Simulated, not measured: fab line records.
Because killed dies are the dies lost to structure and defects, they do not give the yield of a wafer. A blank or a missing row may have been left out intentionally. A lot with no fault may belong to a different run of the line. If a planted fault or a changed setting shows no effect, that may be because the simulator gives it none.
A struck lot beside a sound one :: flow sfq line :: 42 steps out of a route of 325
Sound: wafers L667.2, L667.3, L667.4. Wafers struck: L684.2, L684.3, L684.5. The cause is named last.
For every step that has rows: the tool of each side, followed by ch and its chambers, followed by its first start. Under that, the readings that differ: sound wafers :: struck wafers :: difference of the means :: sigmas: that difference in standard deviations of wafers without a fault.
alike: a reading whose means differ by less than 2 such deviations, as well as words and numbers matching on both sides. not compared: withheld readings; readings where some wafer has no value; bounds like >300 that might hide an equal value; numbers whose values overlap and for which the record gives no deviation.
Wherever a step has rows on one side only, a row that says differs or no value, or a row with sigmas, the two part there. When numbers do not overlap yet have no deviation, they are printed without sigmas and do not part them. Lack of a reading on every wafer of one side parts them only where that side has two or more wafers.

first, 6 steps without rows for these wafers: SFQ_TRILAYER_M4_LITHO_COAT_098 (resist thk 62 nm); SFQ_TRILAYER_M4_LITHO_COAT_093 (resist thk 600 nm); SFQ_TRILAYER_M4_LITHO_SOFTBAKE_097; SFQ_TRILAYER_M4_LITHO_EXPOSE_094 (exposes mask M4, target cd 500 nm); SFQ_TRILAYER_M4_LITHO_PEB_096 (peb time 60 s); SFQ_TRILAYER_M4_LITHO_DEVELOP_095 (time 60 s).
SFQ_M4_OVL_MEAS_926:
  sound on overlay-02 at day 35 05:22; struck on overlay-01 at day 39 21:14
  alike: M4_OVL
SFQ_TRILAYER_M4_BARC_OPEN_METAL_ETCH_123: etches BARC in O2, target depth 125 nm, time 41.7 s.
  sound on rie metal-02 ch 0,1, day 35 05:23; struck on rie metal-04 ch 0,1, day 39 21:16
reading: drypump motor current A (A)
sound: 5.9 5.7 5.9
struck: 4.8 5.1 4.8
difference: -0.9
sigmas: -3
  alike: oes product au
  not compared: rf hours counter h
SFQ_TRILAYER_M4_ETCH_METAL_ETCH_096: etches Nb in Cl2/Ar, stops on SiO2, target depth 240 nm, time 120 s.
  sound on rie metal-02 ch 0,1, day 35 05:27; struck on rie metal-04 ch 0,1, day 39 21:20
reading: drypump motor current A (A)
sound: 5.9 5.8 6.0
struck: 4.9 5.1 4.9
difference: -0.9
sigmas: -3
  alike: oes product au
  not compared: rf hours counter h
SFQ_TRILAYER_M4_STRIP_STRIP_097: strips in O2.
  sound on rie metal-02 ch 0,1, day 35 05:35; struck on rie metal-04 ch 0,1, day 39 21:28
reading: drypump motor current A (A)
sound: 5.9 5.8 6.0
struck: 4.9 5.1 4.8
difference: -1.0
sigmas: -3
  alike: oes product au
  not compared: rf hours counter h
then, 2 steps without rows for these wafers: SFQ_TRILAYER_M4_STRIP_SOLV_CLEAN_098 (cleans in NMP, time 600 s); SFQ_TRILAYER_I4_DEP_PECVD_099 (deposits SiO2 from SiH4/N2O, time 111.11 s, target thk 500 nm).
-- the record jumps here: 3 days lie between the struck wafers' starts before and after --
SFQ_TRILAYER_I4_CMP_CMP_100: polishes SiO2.
  sound on cmp-01 ch 0,2,3, day 37 16:53; struck on cmp-02 ch 1,3, day 42 23:12
reading: time to endpoint s (s)
sound: 233 221 226
struck: 240 263 273
difference: +32
sigmas: +3

reading: model.SiO2_of_TRILAYER_I4_DEP_PECVD_099.thk nm (nm)
sound: 203.1 200 200.5
struck: 149.5 151.3 151.5
difference: -50.4
sigmas: 
  alike: motor current A
SFQ_I4_BOW_MEAS_927:
  sound on film metro-02 at day 37 19:54; struck on film metro-02 at day 43 03:02
reading: I4_BOW (um)
sound: 20 14 16
struck: - - -
difference: no value on the struck wafers
sigmas: 
SFQ_TRILAYER_I4_METRO_MEASURE_101:
  sound on film metro-02 at day 37 20:12; struck on film metro-02 at day 43 06:13
reading: thk nm (nm)
sound: 202.9 200.0 200.4
struck: 149.6 151.3 151.6
difference: -50.3
sigmas: -34
then, 6 steps without rows for these wafers: SFQ_TRILAYER_I4_VIA_LITHO_COAT_108 (resist thk 62 nm); SFQ_TRILAYER_I4_VIA_LITHO_COAT_103 (resist thk 650 nm); SFQ_TRILAYER_I4_VIA_LITHO_SOFTBAKE_107; SFQ_TRILAYER_I4_VIA_LITHO_EXPOSE_104 (exposes mask I4, target cd 700 nm); SFQ_TRILAYER_I4_VIA_LITHO_PEB_106 (peb time 60 s); SFQ_TRILAYER_I4_VIA_LITHO_DEVELOP_105 (time 60 s).
-- the record jumps here: 4 days lie between the struck wafers' starts before and after --
SFQ_I4_OVL_MEAS_928:
  sound on overlay-02 at day 41 06:20; struck on overlay-01 at day 47 09:45
  alike: I4_OVL
then, 1 step without rows for these wafers: SFQ_TRILAYER_I4_VIA_BARC_OPEN_VIA_ETCH_146 (etches BARC in O2, target depth 125 nm, time 41.7 s).
SFQ_TRILAYER_I4_VIA_ETCH_VIA_ETCH_106: etches SiO2 in CHF3, stops on Nb, target depth 260 nm.
  sound on rie diel-03 ch 0,1,2, day 41 06:24; struck on rie diel-03 ch 0,1,2, day 47 09:49
reading: oes product au (a.u.)
sound: 0.860 0.856 0.852
struck: 0.731 0.741 0.734
difference: -0.121
sigmas: -22

reading: model.I4.feature depth nm (nm)
sound: 203.1 200 200.5
struck: 149.5 151.3 151.5
difference: -50.4
sigmas: 

reading: model.etch.depth nm (nm)
sound: 203.1 200 200.5
struck: 149.5 151.3 151.5
difference: -50.4
sigmas: 
  alike: drypump motor current A
then, 3 steps without rows for these wafers: SFQ_TRILAYER_I4_VIA_STRIP_STRIP_107 (strips in O2); SFQ_TRILAYER_I4_VIA_STRIP_SOLV_CLEAN_108 (cleans in NMP, time 600 s); SFQ_TRILAYER_JJ_TRILAYER_DEP_PRE_CLEAN_113 (time 22.5 s).
SFQ_TRILAYER_JJ_TRILAYER_DEP_SPUTTER_109: material Nb, target thk 150 nm, time 100 s.
  sound on pvd sputter-03 at day 41 07:31; struck on pvd sputter-06 at day 47 11:20
  alike: throttle valve pct
SFQ_TRILAYER_JJ_TRILAYER_DEP_SPUTTER_110: material Al, target thk 8 nm, time 10 s.
  sound on pvd sputter-03 at day 41 07:35; struck on pvd sputter-06 at day 47 11:25
  alike: throttle valve pct
then, 2 steps without rows for these wafers: SFQ_TRILAYER_JJ_TRILAYER_DEP_AL_OXIDATION_111 (oxidation time 600 s); SFQ_TRILAYER_JJ_TRILAYER_DEP_SPUTTER_112 (material Nb, target thk 170 nm, time 113.3 s).
SFQ_JJ_RS_MEAS_929: measurement is done with a four-point probe.
  sound on film metro-04 at day 41 08:43; struck on film metro-02 at day 47 12:32
  alike: JJ_NB_RS
then, 6 steps without rows for these wafers: SFQ_TRILAYER_JJ_CE_LITHO_COAT_119 (resist thk 62 nm); SFQ_TRILAYER_JJ_CE_LITHO_COAT_114 (resist thk 600 nm); SFQ_TRILAYER_JJ_CE_LITHO_SOFTBAKE_118; SFQ_TRILAYER_JJ_CE_LITHO_EXPOSE_115 (exposes mask J5, target cd 700 nm); SFQ_TRILAYER_JJ_CE_LITHO_PEB_117 (peb time 60 s); SFQ_TRILAYER_JJ_CE_LITHO_DEVELOP_116 (time 60 s).
-- the record jumps here: 6 days lie between the struck wafers' starts before and after --
SFQ_JJ_OVL_MEAS_931:
  sound on overlay-01 at day 41 19:41; struck on overlay-01 at day 53 20:43
reading: J5_OVL (nm)
sound: 0 7 4
struck: -16 -12 -11
difference: -17
sigmas: -3
then, 2 steps without rows for these wafers: SFQ_TRILAYER_JJ_CE_METRO_MEASURE_117; SFQ_TRILAYER_JJ_CE_BARC_OPEN_RIE_150 (chemistry O2, target BARC, target depth 240 nm, time 80 s).
-- the record jumps here: 6 days lie between the struck wafers' starts before and after --
SFQ_TRILAYER_M5_ETCH_METAL_ETCH_126: etches Nb in Cl2/BCl3, stops on SiO2, time 203.2 s, target depth 265 nm.
  sound on rie metal-03 ch 0,1, day 45 21:34; struck on rie metal-03 ch 1, day 59 17:43
reading: model.SiO2_of_TRILAYER_I4_DEP_PECVD_099.thk nm (nm)
sound: 183 180.2 180.4
struck: 129.3 131 131.4
difference: -50.6
sigmas: 
  alike: drypump motor current A, oes product au
  not compared: rf hours counter h

== WHERE THEY PART ==
Last at SFQ_JJ_OVL_MEAS_931 as far as this record goes, first at SFQ_TRILAYER_M4_BARC_OPEN_METAL_ETCH_123. Later steps at which nothing parts them and some readings are alike: SFQ_TRILAYER_M5_ETCH_METAL_ETCH_126.

WHY: what the simulator had put in
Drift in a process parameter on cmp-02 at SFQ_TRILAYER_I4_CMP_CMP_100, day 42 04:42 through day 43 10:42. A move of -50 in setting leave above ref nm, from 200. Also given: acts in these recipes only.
